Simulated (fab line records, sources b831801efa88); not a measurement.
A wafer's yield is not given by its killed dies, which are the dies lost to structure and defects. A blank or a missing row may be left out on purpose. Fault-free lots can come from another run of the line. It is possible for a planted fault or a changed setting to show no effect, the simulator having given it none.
Code-filled problem report in 8D (eight disciplines) form    flow sky130    the parts of the form that need people (team, actions taken, sign-off) are left out

1. THE ISSUE
Mean of temp-c at SKY_FIELD_ISO_WET_ETCH_28: 41.93 C across 9 wafers in 3 lots; on wafers with no fault it is 25.00 C (standard deviation 0.11). That is +99 or more standard deviations from the usual mean.
The step: etches SiO2 in dHF, target depth 23.7 nm, time 47 s.
The first sign was on wafer L981.1 at day 4 14:33, on wet-bench-02. The record holds 39 wafers of 13 lots with a number at this step. Rule for "out", or "out of limits": more than 4 standard deviations from the usual mean. Any other wafer with a number is counted as sound.

2. WHAT IT IS AND WHAT IT IS NOT
question                     is                          is not
which readings at this step  temp-c, bath-heat-duty-pct  -
which lots                   L981, L983, L985            L971, L972, L973, L976, L980, L982, L986, L990, L991, L994
which wafers of those lots   all that have a number      -
read on which tools          wet-bench-02                wet-bench-03, wet-bench-04
when                         from day 4 14:33            up to then (15 sound wafers); but 15 sound wafers of L982, L986, L990, L991, L994 came after

3. THE SUSPECTS, EACH WITH WHAT RULES IT OUT
Counting: a tool at a process step up to the reading stays a suspect if it ran every lot that is out and no sound lot after the first of them.
- wet-bench-02 at SKY_FIELD_ISO_WET_ETCH_28 (etches SiO2 in dHF, target depth 23.7 nm, time 47 s): kept. It ran every lot that is out, first L981 (day 4 14:33), and no sound lot after that; its last sound lot up to then is L976 (day 3 12:15). Out on those wafers are its own readings of bath-heat-duty-pct, temp-c.
After counting, what remains is wet-bench-02 at SKY_FIELD_ISO_WET_ETCH_28.

4. THE CAUSE (what the simulator had put in)
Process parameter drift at SKY_FIELD_ISO_WET_ETCH_28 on wet-bench-02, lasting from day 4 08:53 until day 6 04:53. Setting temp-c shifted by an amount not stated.
Only this tool survived the counting.

5. THE CHAIN OF EFFECTS, in route order
One row per reading whose mean, taken over the struck wafers that have a number, lies over 3 standard deviations from the usual. Scope: only readings with a usual standard deviation given in the record; hours: median across lots of the time from each lot's start at the first step in this table that gives one to its start at this step; sigmas: change in usual standard deviations.
hours  step                       reading             usual    on struck wafers  change  sigmas
0      SKY_FIELD_ISO_WET_ETCH_28  bath-heat-duty-pct  6.3 %    30.2              +23.9   +42
0      SKY_FIELD_ISO_WET_ETCH_28  temp-c              25.00 C  41.93             +16.93  +99 or more
The process steps in it:
- SKY_FIELD_ISO_WET_ETCH_28: etches SiO2 in dHF, target depth 23.7 nm, time 47 s.
At these later measuring or inspecting steps, every struck wafer for which the step has a row has a number for every such reading, and none has moved that far: SKY_VT_ADJUST_LVTN_TW_MEAS_21.

6. WHAT WOULD HAVE CAUGHT IT SOONER
6 hours passed between the start of the fault at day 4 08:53 and the first reading out of limits in this record, taken at day 4 14:33.
